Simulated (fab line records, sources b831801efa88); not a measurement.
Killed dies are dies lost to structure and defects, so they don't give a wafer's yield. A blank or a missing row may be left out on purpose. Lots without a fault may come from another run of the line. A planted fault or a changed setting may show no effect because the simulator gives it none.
fab line records | flow sky130
record lots=5 wafers=15 last_day=48
route steps=708 shown METAL1@434 PAD_OPEN@708
lots that met no fault: from a run of the same line without faults
start_h: hours from the record's first day to the start of the lot's first wafer shown | wait_h: hours since the lot's step before | " the same as in the row above | L1.1+2: a row that stands for several wafers | - no value, or no start given | * or withheld: withheld | < > ~ a bound
route shown NAME@n: a module of which the file shows steps, and the number in the route of the first | usual: mean/standard deviation of fault-free wafers | same: alike in all rows | chamber/n: place in a boat | sites: the reading at each site | _std_site: their standard deviation | _edge_site: outer sites' mean less inner sites' | radius_mm: how far each site lies from the wafer's centre | mask NAME#n: copy n | behind: the tool/chamber that last shaped the wafer | hold: why the lot was held/for how many hours/how that ended | device: the transistor (n, p or np) that didn't switch | end of line: the same wafers' tests at the end of the route | a step without rows: its recipe alone | killed: dies lost to structure and defects at the first sort, not the wafer's yield | map: a wafer's dies, x killed, . not, _ none there
set.NAME: the setting as run; set.NAME@STEP: as run at that earlier step | model.NAME: the simulator's own value behind a step, which no gauge read
lots at some steps of the route; a table a step, a row a wafer
services: from which hour (start_h, from the record's first day; less than 0 if before it) a tool's chamber was out of use, for how many hours, and why
## steps
# step SKY_METAL1_SPUTTER_00
# recipe material=Ti target_thk_nm=15 power_w=3000 time_s=10 chamber_pressure_pa=0.4
# usual throttle_valve_pct=30.1/0.67
# columns lot.wafer tool chamber start_h wait_h throttle_valve_pct
L583.2 pvd_sputter-03 - 733.40 0.1 30.1
L583.3 " - " " 29.7
L583.6 " - " " 30.5
L585.2 pvd_sputter-03 - 747.97 0.1 30.2
L585.3 " - " " 29.3
L585.4 " - " " 30.3
L590.2 pvd_sputter-02 - 798.19 0.2 31.6
L590.3 " - " " 30.1
L590.4 " - " " 30.6
L593.2 pvd_sputter-04 - 825.44 0.2 30.8
L593.4 " - " " 29.3
L593.6 " - " " 30.9
L597.4 pvd_sputter-02 - 847.83 0.1 29.9
L597.5 " - " " 30.4
L597.6 " - " " 31.7
# step SKY_METAL1_SPUTTER_01
# recipe material=TiN target_thk_nm=20 power_w=6500 time_s=16.7 chamber_pressure_pa=0.4
# usual throttle_valve_pct=30.1/0.69
# columns lot.wafer tool chamber start_h wait_h throttle_valve_pct
L583.2 pvd_sputter-03 - 733.42 0.0 29.8
L583.3 " - " " 29.7
L583.6 " - " " 30.3
L585.2 pvd_sputter-03 - 747.99 0.0 30.2
L585.3 " - " " 29.2
L585.4 " - " " 30.3
L593.2 pvd_sputter-04 - 825.46 0.0 30.8
L593.4 " - " " 29.3
L593.6 " - " " 31.1
L590.2 pvd_sputter-02 - 825.73 27.5 31.3
L590.3 " - " " 30.3
L590.4 " - " " 30.6
L597.4 pvd_sputter-02 - 847.85 0.0 29.8
L597.5 " - " " 30.1
L597.6 " - " " 31.4
# step SKY_METAL1_SPUTTER_02
# recipe material=AlCu target_thk_nm=250 power_w=10600 time_s=13.3 chamber_pressure_pa=0.4
# usual throttle_valve_pct=30.1/0.7
# columns lot.wafer tool chamber start_h wait_h throttle_valve_pct
L583.2 pvd_sputter-03 - 733.45 0.0 30.1
L583.3 " - " " 29.4
L583.6 " - " " 30.6
L585.2 pvd_sputter-03 - 748.02 0.0 30.1
L585.3 " - " " 29.0
L585.4 " - " " 30.7
L593.2 pvd_sputter-04 - 825.49 0.0 30.7
L593.4 " - " " 29.4
L593.6 " - " " 31.0
L590.2 pvd_sputter-02 - 825.76 0.0 31.4
L590.3 " - " " 30.4
L590.4 " - " " 30.4
L597.4 pvd_sputter-02 - 847.87 0.0 30.3
L597.5 " - " " 30.1
L597.6 " - " " 31.4
# step SKY_METAL1_SPUTTER_03
# recipe material=Ti target_thk_nm=5 power_w=3000 time_s=3.3 chamber_pressure_pa=0.4
# usual throttle_valve_pct=30.1/0.67
# columns lot.wafer tool chamber start_h wait_h throttle_valve_pct
L583.2 pvd_sputter-03 - 733.47 0.0 30.4
L583.3 " - " " 29.7
L583.6 " - " " 30.5
L585.2 pvd_sputter-03 - 748.04 0.0 29.9
L585.3 " - " " 28.9
L585.4 " - " " 30.3
L593.2 pvd_sputter-04 - 825.51 0.0 30.9
L593.4 " - " " 29.6
L593.6 " - " " 31.0
L590.2 pvd_sputter-02 - 825.78 0.0 31.2
L590.3 " - " " 30.3
L590.4 " - " " 30.5
L597.4 pvd_sputter-02 - 847.90 0.0 30.2
L597.5 " - " " 30.3
L597.6 " - " " 31.6
# step SKY_METAL1_SPUTTER_04
# recipe material=TiN target_thk_nm=70 power_w=6500 time_s=58.3 chamber_pressure_pa=0.4
# step SKY_METAL1_RS_MEAS_05
# recipe thk_meas_gauge=four-point-probe reads=TiN_of_METAL1_SPUTTER_04+Ti_of_METAL1_SPUTTER_03+AlCu_of_METAL1_SPUTTER_02+TiN_of_METAL1_SPUTTER_01+Ti_of_METAL1_SPUTTER_00
# usual METAL1_ALCU_RS=0.1270/0.0012
# columns lot.wafer tool chamber start_h wait_h METAL1_ALCU_RS[ohm/sq]
L583.2 film_metro-04 - 733.56 0.0 0.1275
L583.3 " - " " 0.1284
L583.6 " - " " 0.1276
L585.2 film_metro-02 - 748.13 0.0 0.1278
L585.3 " - " " 0.1271
L585.4 " - " " 0.1277
L593.2 film_metro-04 - 825.60 0.0 0.1276
L593.4 " - " " 0.1266
L593.6 " - " " 0.1268
L590.2 film_metro-03 - 825.87 0.0 0.1270
L590.3 " - " " 0.1267
L590.4 " - " " 0.1264
L597.4 film_metro-02 - 848.03 0.1 0.1256
L597.5 " - " " 0.1271
L597.6 " - " " 0.1255
# step SKY_METAL1_THK_MEAS_06
# recipe thk_meas_gauge=xrf reads=AlCu_of_METAL1_SPUTTER_02
# usual METAL1_ALCU_THK=253.2/2.5
# columns lot.wafer tool chamber start_h wait_h METAL1_ALCU_THK[nm]
L583.2 film_metro-04 - 733.67 0.1 252.4
L583.3 " - " " 250.1
L583.6 " - " " 251.8
L585.2 film_metro-02 - 748.24 0.1 253.1
L585.3 " - " " 253.5
L585.4 " - " " 252.4
L593.2 film_metro-04 - 825.71 0.1 253.0
L593.4 " - " " 255.2
L593.6 " - " " 255.1
L590.2 film_metro-03 - 825.98 0.1 255.2
L590.3 " - " " 254.3
L590.4 " - " " 255.4
L597.4 film_metro-02 - 848.12 0.1 255.7
L597.5 " - " " 254.4
L597.6 " - " " 256.8
# step SKY_METAL1_DEHYDRATE_07
# recipe temp_c=200 time_s=60
# step SKY_METAL1_HMDS_08
# recipe prime_time_s=60 prime_temp_c=120
# step SKY_METAL1_COAT_09
# recipe resist=BARC temp_c=withheld time_s=withheld spin_rpm=3000 resist_thk_nm=60
# step SKY_METAL1_COAT_10
# recipe resist=KrF-thick spin_rpm=3000 resist_thk_nm=450
# step SKY_METAL1_SOFTBAKE_11
# recipe temp_c=100 time_s=90 resist=KrF-thick
# step SKY_METAL1_EXPOSE_12
# recipe mask_id=MM1 na=0.8 source_shape=annular sigma_inner=0.55 sigma_outer=0.85 target_cd_nm=140 dose_mj=28
# usual stage_vel_mm_s=500.03/0.26
# same na=0.8 sigma_inner=0.55
# columns lot.wafer tool chamber start_h wait_h mask stage_vel_mm_s
L583.2 krf_scanner-01 0 747.58 - MM1#0 499.73
L583.3 " 0 " " MM1#0 499.63
L583.6 " 0 " " MM1#0 499.74
L585.2 krf_scanner-01 0 762.03 - MM1#0 499.56
L585.3 " 0 " " MM1#0 500.00
L585.4 " 0 " " MM1#0 499.96
L593.2 krf_scanner-01 0 838.43 - MM1#0 499.85
L593.4 " 0 " " MM1#0 500.43
L593.6 " 0 " " MM1#0 500.07
L590.2 krf_scanner-02 0 839.23 - MM1#0 500.39
L590.3 " 0 " " MM1#0 500.20
L590.4 " 0 " " MM1#0 500.15
L597.4 krf_scanner-02 0 860.97 - MM1#0 499.68
L597.5 " 0 " " MM1#0 500.44
L597.6 " 0 " " MM1#0 500.01
# step SKY_METAL1_PEB_13
# recipe peb_temp_c=withheld peb_time_s=withheld resist=KrF-thick
# step SKY_METAL1_DEVELOP_14
# recipe develop_time_s=60 resist=KrF-thick dev_temp_c=21
# step SKY_METAL1_CD_MEAS_15
# recipe target_cd_nm=140
# usual cd_nm=140.4/1.5
# columns lot.wafer tool chamber start_h wait_h hold cd_nm
L583.2 cd_sem-01 - 760.83 - - 141.0
L583.3 " - " " - 141.1
L583.6 " - " " - 140.2
L585.2 cd_sem-01 - 775.41 - - 139.2
L585.3 " - " " - 140.5
L585.4 " - " " - 140.7
L593.2 cd_sem-01 - 851.63 - await_dispo/0.2h/release 136.4
L593.4 " - " " await_dispo/0.2h/release 138.1
L593.6 " - " " await_dispo/0.2h/release 137.0
L593.2 cd_sem-01 - 851.92 0.3 - 136.7
L593.4 " - " " - 138.1
L593.6 " - " " - 136.8
L590.2 cd_sem-01 - 852.31 - - 138.9
L590.3 " - " " - 139.1
L590.4 " - " " - 138.6
L597.4 cd_sem-01 - 873.55 - - 138.8
L597.5 " - " " - 139.5
L597.6 " - " " - 138.5
# step SKY_METAL1_OVL_MEAS_16
# usual METAL1_OVL=0/5.9
# columns lot.wafer tool chamber start_h wait_h METAL1_OVL[nm]
L583.2 overlay-02 - 760.93 0.1 -7
L583.3 " - " " 3
L583.6 " - " " -7
L585.2 overlay-02 - 775.51 0.1 -3
L585.3 " - " " -5
L585.4 " - " " -2
L593.2 overlay-01 - 852.02 0.1 0
L593.4 " - " " 2
L593.6 " - " " -6
L590.2 overlay-02 - 852.41 0.1 -5
L590.3 " - " " -6
L590.4 " - " " -10
L597.4 overlay-02 - 873.62 0.1 -9
L597.5 " - " " -10
L597.6 " - " " -9
# step SKY_METAL1_DESCUM_17
# recipe chemistry=O2 source_power_w=150 bias_power_w=0 pressure_mtorr=10 temp_c=40 time_s=8
# usual drypump_motor_current_A=5.87/0.27 oes_product_au=1.000/0.0066
# same bias_power_w=0
# columns lot.wafer tool chamber start_h wait_h drypump_motor_current_A oes_product_au rf_hours_counter_h model.METAL1.cd_nm
L583.2 rie_metal-01 0 760.96 0.0 5.45 1.004 9 140.8
L583.3 " 1 " " 6.15 0.989 - 141.4
L583.6 " 0 " " 5.48 0.999 - 140
L585.2 rie_metal-01 0 775.54 0.0 5.48 0.996 9 139.7
L585.3 " 1 " " 6.18 0.995 - 140.8
L585.4 " 0 " " 5.49 0.994 - 140.8
L593.2 rie_metal-02 0 852.05 0.0 5.64 1.011 16 136.7
L593.4 " 0 " " 5.63 1.012 - 138.2
L593.6 " 0 " " 5.62 1.012 - 137.5
L590.2 rie_metal-02 1 852.44 0.0 5.85 0.995 10 139.3
L590.3 " 1 " " 5.84 0.992 - 139.3
L590.4 " 0 " " 5.61 1.001 - 138.4
L597.4 rie_metal-02 1 873.67 0.0 5.86 0.994 - 138.6
L597.5 " 1 " " 5.87 0.999 - 139.3
L597.6 " 1 " " 5.84 0.997 - 138.8
# step SKY_METAL1_ETCH_18
# recipe chemistry=N2/H2 target=BARC ion_energy_ev=200 bias_w=100 pressure_mtorr=30 n2_flow_sccm=100 h2_flow_sccm=200 icp_w=500 stop_on=SiO2 time_s=45.9 target_depth_a=600
# usual bias_w=100.03/0.28 drypump_motor_current_A=5.88/0.27 oes_product_au=0.855/0.0043 throttle_valve_pct=13.224/0.0099
# columns lot.wafer tool chamber start_h wait_h bias_w drypump_motor_current_A oes_product_au rf_hours_counter_h throttle_valve_pct
L583.2 rie_metal-01 0 760.99 0.0 99.72 5.43 0.858 9 13.217
L583.3 " 1 " " 100.31 6.17 0.848 - 13.232
L583.6 " 0 " " 100.12 5.46 0.845 - 13.240
L585.2 rie_metal-01 0 775.57 0.0 99.99 5.45 0.860 9 13.218
L585.3 " 1 " " 99.70 6.17 0.863 - 13.225
L585.4 " 0 " " 99.84 5.44 0.866 - 13.235
L593.2 rie_metal-02 0 852.08 0.0 100.46 5.61 0.859 16 13.222
L593.4 " 0 " " 100.06 5.65 0.865 - 13.215
L593.6 " 0 " " 100.16 5.62 0.858 - 13.229
L590.2 rie_metal-02 1 852.47 0.0 99.73 5.85 0.851 10 13.236
L590.3 " 1 " " 99.94 5.83 0.857 - 13.226
L590.4 " 0 " " 100.14 5.63 0.855 - 13.221
L597.4 rie_metal-02 1 873.77 0.1 100.14 5.85 0.859 - 13.230
L597.5 " 1 " " 100.05 5.87 0.865 - 13.229
L597.6 " 1 " " 100.33 5.87 0.855 - 13.215
# step SKY_METAL1_METAL_ETCH_19
# recipe target_depth_a=3600 stop_on=SiO2 over_etch_frac=0.3 time_s=78 chemistry=Cl2/BCl3 resist_sidewall_deg=88 pressure_mtorr=10 icp_w=900 bias_w=48.5 Cl2_flow_sccm=60 bcl3_flow_sccm=30
# usual bias_w=48.49/0.15 drypump_motor_current_A=5.87/0.27 oes_product_au=0.853/0.0053 throttle_valve_pct=22.265/0.0084
# columns lot.wafer tool chamber start_h wait_h bias_w drypump_motor_current_A oes_product_au rf_hours_counter_h throttle_valve_pct model.METAL1.cd_nm
L583.2 rie_metal-01 0 761.06 0.0 48.80 5.46 0.855 9 22.268 139.5
L583.3 " 1 " " 48.38 6.17 0.847 - 22.272 142.4
L583.6 " 0 " " 48.67 5.50 0.849 - 22.254 139.5
L585.2 rie_metal-01 0 775.64 0.0 48.40 5.47 0.853 9 22.268 139.4
L585.3 " 1 " " 48.30 6.18 0.847 - 22.278 140.3
L585.4 " 0 " " 48.65 5.46 0.849 - 22.280 141.4
L593.2 rie_metal-02 0 852.15 0.0 48.43 5.62 0.849 16 22.264 135.2
L593.4 " 0 " " 48.28 5.62 0.857 - 22.263 135.7
L593.6 " 0 " " 48.35 5.61 0.855 - 22.267 135.2
L590.2 rie_metal-02 1 852.54 0.0 48.53 5.81 0.861 10 22.261 138.9
L590.3 " 1 " " 48.49 5.82 0.858 - 22.259 138.4
L590.4 " 0 " " 48.37 5.62 0.858 - 22.261 138.2
L597.4 rie_metal-02 1 873.92 0.1 48.73 5.82 0.855 - 22.271 136.7
L597.5 " 1 " " 48.49 5.86 0.853 - 22.261 138.6
L597.6 " 1 " " 48.61 5.83 0.861 - 22.276 137.2
# step SKY_METAL1_STRIP_20
# recipe chemistry=O2/N2 power_w=1400 pressure_mtorr=1500 platen_temp_c=withheld o2_flow_sccm=3000 n2_flow_sccm=300 overash_fraction=0.5
# step SKY_PAD_OPEN_PROBE_99
# usual defect_limited_yield=82.8/1.9 killed_at_M0_to_M3=42/6.9 killed_at_M4_up=3.2/1.7 killed_at_contacts=23/5.5 killed_at_front_end=16/4 killed_at_other=0.4/0.55 killed_dies=85/9.2 killed_open=46/6.8 killed_short=38/6.2 sort_bin_3_pad_short=0.9/0.4 sort_bin_5_function=10.2/1.5 sort_bin_6_memory=6.2/1.1 sort_n_pass=407/9.2 sort_yield_pct=82.8/1.9
# same gross_dies=492 killed_at_back_side=0 sort_bin_4_leakage[%]=0 sort_bin_8_speed[%]=0
# columns lot.wafer tool chamber start_h wait_h defect_limited_yield[%] killed_at_M0_to_M3 killed_at_M4_up killed_at_contacts killed_at_front_end killed_at_other killed_dies killed_open killed_short sort_bin_3_pad_short[%] sort_bin_5_function[%] sort_bin_6_memory[%] sort_n_pass sort_yield_pct[%]
L583.2 prober-02 - 1071.33 0.1 85.4 29 3 27 13 0 72 37 35 0.2 8.9 5.5 420 85.4
L583.3 prober-02 - 1071.38 0.2 85.4 37 2 17 16 0 72 40 32 0.2 8.3 6.1 420 85.4
L583.6 prober-02 - 1071.53 0.2 83.9 45 2 14 17 1 79 48 31 0.4 10.2 5.5 413 83.9
L597.4 prober-02 - 1156.18 0.2 83.3 41 4 22 15 0 82 53 29 0.2 11.4 5.1 410 83.3
L597.5 prober-02 - 1156.23 0.2 83.1 39 1 25 18 0 83 44 38 1.6 10.4 4.9 409 83.1
L597.6 prober-02 - 1156.28 0.2 83.7 40 4 22 14 0 80 45 34 1.4 8.9 5.9 412 83.7
# killed by level:class
L583.2 LI_CONTACT:geometric_particle:open=10 CONTACT:geometric_particle:open=7 FIELD_ISO:geometric_particle:open=6 VIA1:geometric_particle:open=5 FIELD_ISO:geometric_particle:short=4 LI_CONTACT:geometric_particle:short=4 VIA3:geometric_particle:short=4 CONTACT:geometric_particle:short=3
L583.3 CONTACT:geometric_particle:open=7 VIA1:geometric_particle:open=7 VIA2:geometric_particle:open=7 FIELD_ISO:geometric_particle:short=6 FIELD_ISO:geometric_particle:open=5 VIA1:geometric_particle:short=5 VIA3:geometric_particle:open=4 LOCAL_INTERCONNECT:geometric_particle:short=4
L583.6 VIA1:geometric_particle:open=13 METAL2:geometric_particle:short=8 FIELD_ISO:geometric_particle:open=6 CONTACT:geometric_particle:open=6 VIA2:geometric_particle:open=5 POLY_GATE:geometric_particle:open=4 VIA3:geometric_particle:open=4 LI_CONTACT:geometric_particle:open=3
L597.4 CONTACT:geometric_particle:open=11 VIA1:geometric_particle:open=11 VIA2:geometric_particle:open=9 LI_CONTACT:geometric_particle:open=8 FIELD_ISO:geometric_particle:short=4 METAL1:geometric_particle:short=4 VIA1:geometric_particle:short=4 FIELD_ISO:geometric_particle:open=3
L597.5 CONTACT:geometric_particle:open=10 METAL1:geometric_particle:short=7 VIA1:geometric_particle:open=7 METAL2:geometric_particle:open=5 LI_CONTACT:geometric_particle:open=5 VIA2:geometric_particle:open=5 FIELD_ISO:geometric_particle:short=4 CONTACT:geometric_particle:short=4
L597.6 CONTACT:geometric_particle:open=8 METAL1:geometric_particle:short=8 VIA2:geometric_particle:open=7 FIELD_ISO:geometric_particle:short=6 LI_CONTACT:geometric_particle:open=6 VIA1:geometric_particle:open=6 FIELD_ISO:geometric_particle:open=5 CONTACT:geometric_particle:short=5
## services
# columns tool chamber start_h hours kind
krf_scanner-01 - 739.00 1.4 repair
krf_scanner-01 - 748.78 0.8 pm
krf_scanner-02 - 767.14 6.5 repair
krf_scanner-02 - 773.65 0.8 pm
rie_metal-01 - 776.32 2.8 pm
krf_scanner-01 - 783.58 1.0 pm
pvd_sputter-03 - 785.08 1.4 repair
rie_metal-02 - 802.87 0.4 repair
krf_scanner-02 - 806.81 1.0 pm
pvd_sputter-03 1 814.63 - consumable_replace:kit
pvd_sputter-03 1 814.63 18.0 scheduled_down
pvd_sputter-03 1 814.63 18.0 vent_cycle
krf_scanner-02 - 829.86 4.4 pm
pvd_sputter-02 - 830.89 4.8 repair
krf_scanner-01 - 834.23 3.6 pm
rie_metal-02 0 838.67 1.7 repair
pvd_sputter-04 - 847.65 3.6 repair
krf_scanner-02 - 848.44 4.0 pm
krf_scanner-02 - 857.07 1.3 pm
krf_scanner-01 - 859.72 0.3 repair
rie_metal-01 - 861.80 0.6 repair
rie_metal-02 0 869.55 - clean
rie_metal-02 0 869.55 11.8 scheduled_down
rie_metal-02 0 869.55 11.8 vent_cycle
## key
first_sign step=SKY_METAL1_CD_MEAS_15 reading=visit direction=added
effect step=SKY_METAL1_CD_MEAS_15 reading=cd_nm direction=down sigmas=2.2 usual=140.4 struck=137.2 wafers_moved=2
model_effect step=SKY_METAL1_DESCUM_17 value=METAL1.cd_nm without=141.2 struck=137.1
model_effect step=SKY_METAL1_METAL_ETCH_19 value=METAL1.cd_nm without=138.7 struck=135.4
met_at SKY_METAL1_EXPOSE_12
struck_wafers L593.2,L593.4,L593.6
onset_between 762.03 838.43
also_fits SKY_METAL1_SPUTTER_00:pvd_sputter-04,SKY_METAL1_SPUTTER_01:pvd_sputter-04,SKY_METAL1_SPUTTER_02:pvd_sputter-04,SKY_METAL1_SPUTTER_03:pvd_sputter-04
fault kind=process_parameter_drift tool=krf_scanner-01 chamber=- onset_h=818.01 steps=SKY_METAL1_EXPOSE_12 channel=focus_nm offset=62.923 spread_by_wafer=0.3 shape=step end_h=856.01
